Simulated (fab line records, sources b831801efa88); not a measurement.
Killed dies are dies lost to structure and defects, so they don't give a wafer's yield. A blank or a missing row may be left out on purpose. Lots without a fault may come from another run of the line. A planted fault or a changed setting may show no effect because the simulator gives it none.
One fault seen from 2 desks | flow sky130 | each desk has only its own numbers; what lay behind them comes last

THE TOOL OWNER'S DESK: hdpcvd-01
The tool's own readings at SKY_VIA3_HDPCVD_00 (deposits SiO2, target thk 1635 nm, time 272.5 s): means of the sampled wafers that have a number, for each lot that ran on this tool. A lot is out of limits, marked OUT, if its mean lies more than 4 standard deviations from the usual mean; the brackets give that distance.
Columns: A = pressure_mtorr at SKY_VIA3_HDPCVD_00, usual 5.999 mTorr; B = run_length_s at SKY_VIA3_HDPCVD_00, usual 300.4 s; C = susceptor_temp_C at SKY_VIA3_HDPCVD_00, usual 399.98 C
lot  | first seen here | A     | B               | C
L439 | day 38 21:53    | 6.002 | 300.4           | 399.98
L443 | day 40 01:01    | 6.004 | 300.3           | 399.86
L444 | day 40 06:29    | 5.987 | 300.0           | 399.93
L449 | day 41 17:27    | 5.994 | 300.8           | 400.11
L451 | day 42 08:03    | 5.998 | 300.3           | 399.93
L458 | day 44 00:02    | 5.990 | 336.3 (+57) OUT | 400.02
L461 | day 44 17:02    | 5.999 | 324.5 (+38) OUT | 399.98
This desk's finding: out of limits on L458, L461; first on L458, day 44 00:02 (run_length_s at SKY_VIA3_HDPCVD_00). In limits: L439, L443, L444, L449, L451.

THE METROLOGY DESK
What the gauges read, lot by lot, whatever tool the lot ran on: means of the sampled wafers that have a number. A lot is out of limits, marked OUT, if its mean lies more than 4 standard deviations from the usual mean; the brackets give that distance.
Columns: A = VIA3_HDPCVD_THK at SKY_VIA3_THK_MEAS_01, usual 1634 nm; B = cd_nm at SKY_VIA3_CD_MEAS_12, usual 199.8 nm
lot  | first seen here | A               | B
L439 | day 38 22:04    | 1630            | 201.1
L443 | day 40 01:11    | 1612            | 202.7
L444 | day 40 06:40    | 1631            | 199.9
L445 | day 40 12:05    | 1635            | 198.3
L446 | day 40 19:13    | 1651            | 200.6
L449 | day 41 17:37    | 1624            | 198.8
L451 | day 42 08:13    | 1640            | 199.1
L450 | day 42 08:52    | 1651            | 199.6
L457 | day 43 23:24    | 1649            | 198.9
L458 | day 44 00:12    | 1826 (+11) OUT  | 201.7
L461 | day 44 17:13    | 1751 (+6.9) OUT | 199.1
L462 | day 45 00:20    | 1669            | 199.1
This desk's finding: out of limits on L458, L461; first on L458, day 44 00:12 (VIA3_HDPCVD_THK at SKY_VIA3_THK_MEAS_01). In limits: L439, L443, L444, L445, L446, L449, L451, L450, L457, L462.

PUT TOGETHER
The tool owner's desk could have raised an alarm at day 44 00:02, on L458, L461.
The metrology desk could have raised an alarm at day 44 00:12, on L458, L461.
Of the lots named, all ran SKY_VIA3_HDPCVD_00 on hdpcvd-01.

WHAT THE SIMULATOR HAD PUT IN
Process parameter drift: hdpcvd-01, from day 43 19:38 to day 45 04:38, at SKY_VIA3_HDPCVD_00. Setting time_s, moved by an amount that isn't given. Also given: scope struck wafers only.
Lots struck among those shown: L458, L461.
Hours from the fault's start to each desk's first reading out of limits: the tool owner's desk, 4; the metrology desk, 5.
